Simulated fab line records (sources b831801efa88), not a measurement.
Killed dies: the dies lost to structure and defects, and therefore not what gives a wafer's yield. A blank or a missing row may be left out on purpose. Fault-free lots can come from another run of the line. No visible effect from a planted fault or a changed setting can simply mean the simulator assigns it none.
Which tool was responsible?	flow sky130	at 1 step of a route of 708, 11 lots with 33 wafers sampled

WHAT EACH GAUGE READ, for each wafer
SKY_FIELD_ISO_BOW_MEAS_00.
lot	measured	on	INCOMING_BOW (um)
L559	day 1 10:00	filmMetro-02	-6 17 -5
L560	day 1 15:01	filmMetro-01	-2 4 -2
L561	day 1 20:01	filmMetro-01	1 6 3
L564	day 2 11:02	filmMetro-04	-4 -3 -8
L565	day 2 16:00	filmMetro-04	-5 4 0
L566	day 2 21:01	filmMetro-04	7 -3 5
L567	day 3 02:01	filmMetro-04	6 11 1
L573	day 4 08:04	filmMetro-04	16 7 -12
L576	day 4 23:04	filmMetro-02	-3 2 3
L580	day 5 19:00	filmMetro-04	0 -1 3
L581	day 6 00:01	filmMetro-04	5 -13 -9

WHICH TOOL RAN EACH LOT (tool, then ch and the chambers of the sampled wafers, then the start)
Record: no process step prior to these readings.

THE ANSWER, worked out from the rows above alone
Rule: the usual values come from the lots themselves. The widest of any qualifying gaps counts: lots, ordered by their means at a reading, are off when they make up no more than a third of the lots, leave a main group of 4 or more, and stand apart from it by 3 or more times the standard deviation of that group's means. If all means in a main group match to the digits the tables above print for the reading, that group is not used. A lot without any number at a reading at which 4 lots or more have one is off too. All remaining lots with rows at the step are treated as sound.
None of the lots is off at any reading shown; this tells nothing.

WHAT THE SIMULATOR PUT IN
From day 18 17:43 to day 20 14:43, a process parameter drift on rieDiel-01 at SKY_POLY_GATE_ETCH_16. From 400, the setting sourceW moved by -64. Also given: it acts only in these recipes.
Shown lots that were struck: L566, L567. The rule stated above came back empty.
